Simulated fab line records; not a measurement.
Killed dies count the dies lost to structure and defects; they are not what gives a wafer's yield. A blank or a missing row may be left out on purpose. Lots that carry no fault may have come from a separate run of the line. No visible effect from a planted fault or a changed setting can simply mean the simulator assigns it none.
Split-lot experiment | flow gf180mcu | 23 wafers read across 5 lots, on a route 602 steps long

## ON THE SPLIT
At GF_V2_PEB_12 (peb time 90 s), the setting pebTimeS was moved away from the recipe's 90 s on 7 of the 23 wafers read, by -14.8% to +13.0%. All remaining wafers had this setting at the recipe value.

## BETWEEN THE SPLIT AND THE READING: the file shows 1 step in between
- GF_V2_DEVELOP_13: develop time 60 s

## THE READING
cdNm, in nm, at GF_V2_CD_MEAS_14 (target cd 260 nm). Fault-free wafers of this fab line usually give 260.1 nm, standard deviation 1.3 nm.

wafer  | tool, chamber at the split | pebTimeS as run, s | against the recipe | cdNm, nm | against lot-mates on the recipe
L075.1 | lithoTrack-01, 0           | 90                 | recipe             | 260.6    | -
L075.4 | lithoTrack-01, 0           | 90                 | recipe             | 259.8    | -
L075.6 | lithoTrack-01, 0           | 90                 | recipe             | 261.1    | -
L077.1 | lithoTrack-04, 0           | 90                 | recipe             | 260.5    | -
L077.2 | lithoTrack-04, 0           | 76.69              | -14.8%             | 256.4    | -3.3
L077.3 | lithoTrack-04, 0           | 90                 | recipe             | 260.0    | -
L077.5 | lithoTrack-04, 0           | 90                 | recipe             | 258.7    | -
L077.6 | lithoTrack-04, 0           | 76.69              | -14.8%             | 256.6    | -3.1
L078.1 | lithoTrack-03, 0           | 90                 | recipe             | 258.8    | -
L078.2 | lithoTrack-03, 0           | 90                 | recipe             | 258.3    | -
L078.3 | lithoTrack-03, 0           | 90                 | recipe             | 259.4    | -
L078.4 | lithoTrack-03, 0           | 90                 | recipe             | 257.9    | -
L078.6 | lithoTrack-03, 0           | 90                 | recipe             | 259.8    | -
L079.1 | lithoTrack-04, 0           | 90                 | recipe             | 261.7    | -
L079.2 | lithoTrack-04, 0           | 100.5              | +11.7%             | 264.7    | +2.9
L079.3 | lithoTrack-04, 0           | 100.5              | +11.7%             | 264.3    | +2.6
L079.4 | lithoTrack-04, 0           | 100.5              | +11.7%             | 263.0    | +1.2
L079.5 | lithoTrack-04, 0           | 90                 | recipe             | 261.8    | -
L083.2 | lithoTrack-01, 0           | 101.7              | +13.0%             | 262.4    | +2.2
L083.3 | lithoTrack-01, 0           | 90                 | recipe             | 260.0    | -
L083.4 | lithoTrack-01, 0           | 90                 | recipe             | 260.3    | -
L083.5 | lithoTrack-01, 0           | 101.7              | +13.0%             | 262.6    | +2.4
L083.6 | lithoTrack-01, 0           | 90                 | recipe             | 260.2    | -

FIT RESULTS
A straight line over all 23 wafers: cdNm changes by +0.26 nm for each +1% of pebTimeS; r = +0.87; the points scatter about the line by 1.1 nm.
The same after taking each lot's own level away (the mean of its wafers on the recipe; 23 wafers): +0.2 nm for each +1%; r = +0.93; scatter 0.57 nm.
That fit puts the effect of the largest move of pebTimeS on the reading at 3 nm.
The span of the lots' own levels, 258.84 to 261.75 nm, comes to 2.2 times the standard deviation stated above.
In other words, the slope is changed by the lot-to-lot level; the two fits disagree.
Check: for one of the wafers moved furthest among these (-14.8%), held out of the fit, the line's prediction against its lot-mates is -2.9 nm. It came out at -3.33 nm against them.

## THE WHOLE CHAIN: every reading that the file lists as answering this split, in the file's order
step             | what it does                                                 | reading                                                  | change (the file's fit)               | r (the file's)
GF_V2_CD_MEAS_14 | target cd 260 nm                                             | cdNm                                                     | +0.199 nm for each +1% of the setting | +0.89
GF_V2_ETCH_16    | etches BARC in N2/H2                                         | V2.cdNm (the simulator's own value, which no gauge read) | +0.204 nm for each +1% of the setting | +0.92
GF_V2_ETCH_17    | etches SiO2 in C4F8/O2/Ar, stops on TiN, target depth 630 nm | V2.cdNm (the simulator's own value, which no gauge read) | +0.215 nm for each +1% of the setting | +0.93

## FILE'S OWN FIT
cdNm changes by +0.199 nm for each +1% of pebTimeS, r = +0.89.
